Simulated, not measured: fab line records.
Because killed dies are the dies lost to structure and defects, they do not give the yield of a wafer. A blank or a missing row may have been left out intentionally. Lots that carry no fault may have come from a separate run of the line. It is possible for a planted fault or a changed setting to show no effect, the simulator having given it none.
Problem report in the 8D (eight disciplines) form, filled by code :: flow sky130 :: the parts of the form that need people (team, actions taken, sign-off) are left out

1. PROBLEM STATEMENT
A mean of 59.9 s is read at SKY_VIA1_ETCH_14 for run_length_s, taken on 1 wafer of 1 lot, against 74.0 s (standard deviation 0.47) on wafers free of any fault. Measured from the usual mean, that is -30 standard deviations.
The step: etches BARC in N2/H2, stops on SiO2, time 45.9 s, target depth 60 nm.
First seen on wafer L656.4, day 40 15:23, on rie_diel-04. The record has a number at this step for 39 wafers belonging to 13 lots. Rule for "out", or "out of limits": more than 4 standard deviations from the usual mean. All remaining wafers that have a number are taken as sound.

2. WHAT IT IS; WHAT IT IS NOT
question: which readings at this step
is: run_length_s, oes_product_au
is not: drypump_motor_current_A, throttle_valve_pct

question: which lots
is: L656
is not: L636, L637, L638, L640, L641, L642, L643, L644, L645, L646, L647, L648

question: which wafers of those lots
is: L656.4
is not: L656.1, L656.2

question: read on which tools
is: rie_diel-04
is not: rie_diel-01, rie_diel-02

question: when
is: from day 40 15:23
is not: up to then (38 sound wafers)

3. SUSPECTS, AND WHAT RULES EACH OUT
Counting: a tool at a process step up to the reading stays a suspect if it ran every lot that is out. Sound lots after the first of them don't rule it out here, since some wafers of a struck lot are sound.
- plasma_asher-04 at SKY_METAL1_STRIP_20 (strips in O2/N2): kept. It ran the lot that is out, L656 (day 39 12:08); its last sound lot up to then is L645 (day 36 01:26).
- rie_diel-04 at SKY_VIA1_ETCH_14 (etches BARC in N2/H2, stops on SiO2, time 45.9 s, target depth 60 nm): kept. It ran the lot that is out, L656 (day 40 15:23); its last sound lot up to then is L644 (day 37 00:38). Its own oes_product_au, run_length_s readings are out on those wafers.
- rie_diel-04, SKY_VIA1_ETCH_14: wafers that are out in chamber 1, sound lot-mates in chambers 2, 3.
Remaining after the count are plasma_asher-04 at SKY_METAL1_STRIP_20 and rie_diel-04 at SKY_VIA1_ETCH_14.

4. THE CAUSE (what the simulator had put in)
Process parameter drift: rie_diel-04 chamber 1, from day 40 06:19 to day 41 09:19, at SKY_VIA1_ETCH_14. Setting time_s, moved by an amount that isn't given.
Counting left 2 suspects, and this tool is among them.

5. SEQUENCE OF EFFECTS, ordered by route
Rows list readings where the struck wafers' mean (over those with a number) sits beyond 3 standard deviations from the usual. Scope: only readings with a usual standard deviation given in the record; hours: median across lots of the time from each lot's start at the first step in this table that gives one to its start at this step; sigmas: change in usual standard deviations.
hours: 0
step: SKY_VIA1_ETCH_14
reading: oes_product_au
usual: 0.855 a.u.
on struck wafers: 1.005
change: +0.150
sigmas: +29

hours: 0
step: SKY_VIA1_ETCH_14
reading: run_length_s
usual: 74.0 s
on struck wafers: 59.9
change: -14.1
sigmas: -30

hours: 0
step: SKY_VIA1_ETCH_15
reading: oes_product_au
usual: 0.982 a.u.
on struck wafers: 0.370
change: -0.612
sigmas: -99 or more

hours: 0
step: SKY_VIA1_STRIP_16
reading: strip_time_to_endpoint_s
usual: 4.455 s
on struck wafers: 4.611
change: +0.156
sigmas: +7.8
Here are the process steps it includes:
- SKY_VIA1_ETCH_14: etches BARC in N2/H2, stops on SiO2, time 45.9 s, target depth 60 nm.
- SKY_VIA1_ETCH_15: etches SiO2 in C4F8/O2/Ar, stops on TiN, target depth 351 nm, time 54 s.
- SKY_VIA1_STRIP_16: strips in O2/N2.

6. WHAT WOULD HAVE CAUGHT IT SOONER
In this record the first reading out of limits was taken at day 40 15:23, 9 hours after the fault began at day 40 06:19.
